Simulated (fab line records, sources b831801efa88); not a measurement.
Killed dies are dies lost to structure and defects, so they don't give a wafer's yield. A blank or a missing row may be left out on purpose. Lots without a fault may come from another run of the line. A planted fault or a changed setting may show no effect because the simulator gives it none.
One fault seen from 2 desks | flow sky130 | each desk has only its own numbers; what lay behind them comes last

THE METROLOGY DESK
What the gauges read, lot by lot, whatever tool the lot ran on: means of the sampled wafers that have a number. A lot is out of limits, marked OUT, if its mean lies more than 4 standard deviations from the usual mean; the brackets give that distance.
Columns: A = LDD_P_TW at SKY_LDD_P_TW_MEAS_11, usual 632; B = LDD_HVN_TW at SKY_LDD_HVN_TW_MEAS_10, usual 1432
lot  | first seen here | A   | B
L226 | day 18 15:50    | 635 | 1424
L227 | day 19 07:43    | 627 | 1428
L228 | day 20 12:47    | 627 | 1442
L231 | day 21 16:49    | 634 | 1428
L232 | day 22 06:49    | 632 | 135 (-99 or more) OUT
L237 | day 23 15:05    | 634 | 1445
L240 | day 23 21:36    | 631 | 1448
L242 | day 24 03:53    | 625 | 1439
L245 | day 26 03:25    | 638 | 1410
L246 | day 26 09:53    | 631 | 1413
L248 | day 26 13:20    | 634 | 1437
L247 | day 26 13:29    | 637 | 1439
L249 | day 26 16:07    | 633 | 1414
This desk's finding: out of limits on L232; first on L232, day 23 12:13 (LDD_HVN_TW at SKY_LDD_HVN_TW_MEAS_10). In limits: L226, L227, L228, L231, L237, L240, L242, L245, L246, L248, L247, L249.

THE TOOL OWNER'S DESK: plasma_asher-04
The tool's own readings at SKY_LDD_P_STRIP_10 (strips in O2/N2): means of the sampled wafers that have a number, for each lot that ran on this tool. A lot is out of limits, marked OUT, if its mean lies more than 4 standard deviations from the usual mean; the brackets give that distance.
Columns: A = drypump_motor_current_A at SKY_LDD_P_STRIP_10, usual 5.8 A; B = oes_product_au at SKY_LDD_P_STRIP_10, usual 0.716 a.u.; C = strip_time_to_endpoint_s at SKY_LDD_P_STRIP_10, usual 14.16 s
lot  | first seen here | A   | B               | C
L227 | day 19 07:37    | 6.1 | 0.718           | 14.17
L231 | day 21 16:43    | 6.1 | 0.716           | 14.17
L232 | day 22 06:43    | 6.1 | 0.951 (+51) OUT | -
L246 | day 26 09:47    | 6.1 | 0.717           | 14.15
L247 | day 26 13:22    | 6.1 | 0.717           | 14.19
This desk's finding: out of limits on L232; first on L232, day 22 06:43 (oes_product_au at SKY_LDD_P_STRIP_10). In limits: L227, L231, L246, L247.

PUT TOGETHER
The tool owner's desk could have raised an alarm at day 22 06:43, on L232.
The metrology desk could have raised an alarm at day 23 12:13, on L232.
Of the lots named, all ran SKY_LDD_P_STRIP_10 on plasma_asher-04.

WHAT THE SIMULATOR HAD PUT IN
Strip aborted: plasma_asher-04, from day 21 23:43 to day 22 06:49, at SKY_LDD_P_STRIP_10. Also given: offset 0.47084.
Lots struck among those shown: L232.
Hours from the fault's start to each desk's first reading out of limits: the tool owner's desk, 7; the metrology desk, 37.
